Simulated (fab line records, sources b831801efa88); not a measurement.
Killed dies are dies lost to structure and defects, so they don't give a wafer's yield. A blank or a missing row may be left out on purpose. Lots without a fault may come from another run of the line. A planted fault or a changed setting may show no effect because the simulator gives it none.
One fault seen from 2 desks | flow gf180mcu | each desk has only its own numbers; what lay behind them comes last

THE METROLOGY DESK
What the gauges read, lot by lot, whatever tool the lot ran on: means of the sampled wafers that have a number. A lot is out of limits, marked OUT, if its mean lies more than 4 standard deviations from the usual mean; the brackets give that distance.
Columns: A = M3_OVL at GF_M3_OVL_MEAS_15, usual 0 nm
lot  | first seen here | A
L529 | day 21 07:17    | 6
L530 | day 21 18:41    | 7
L531 | day 22 01:47    | 2
L532 | day 22 10:39    | -8
L533 | day 22 16:53    | -5
L535 | day 23 08:26    | 6
L536 | day 23 15:29    | 5
L537 | day 24 00:17    | -4
L539 | day 24 22:26    | -2
L540 | day 25 05:30    | 1
L541 | day 25 16:05    | -2
L542 | day 25 22:36    | 5
L551 | day 28 23:36    | -6
L552 | day 29 10:32    | -1
This desk's finding: nothing out of limits on any of the 14 lots.

THE TOOL OWNER'S DESK: cmp-01
The tool's own readings at GF_V2_CMP_04 (polishes SiO2): means of the sampled wafers that have a number, for each lot that ran on this tool. A lot is out of limits, marked OUT, if its mean lies more than 4 standard deviations from the usual mean; the brackets give that distance.
Columns: A = motor_current_A at GF_V2_CMP_04, usual 12.2 A; B = time_to_endpoint_s at GF_V2_CMP_04, usual 81 s
lot  | first seen here | A    | B
L530 | day 19 16:08    | 12.7 | 84
L533 | day 20 15:26    | 12.3 | 82
L540 | day 23 07:08    | 12.0 | 87
L541 | day 23 19:40    | 12.5 | 86
L542 | day 24 01:30    | 12.4 | 79
L551 | day 27 05:41    | 12.3 | 47 (-7.0) OUT
L552 | day 27 18:05    | 12.2 | 41 (-8.3) OUT
This desk's finding: out of limits on L551, L552; first on L551, day 27 05:41 (time_to_endpoint_s at GF_V2_CMP_04). In limits: L530, L533, L540, L541, L542.

PUT TOGETHER
The tool owner's desk could have raised an alarm at day 27 05:41, on L551, L552.
The metrology desk saw nothing out of limits.
The metrology desk has L551, L552 on record, within its limits.
Of the lots named, all ran GF_V2_CMP_04 on cmp-01.

WHAT THE SIMULATOR HAD PUT IN
Process parameter drift: cmp-01, from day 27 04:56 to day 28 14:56, at GF_V2_CMP_04. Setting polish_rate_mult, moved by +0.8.
Lots struck among those shown: L551, L552.
Hours from the fault's start to each desk's first reading out of limits: the tool owner's desk, 1.
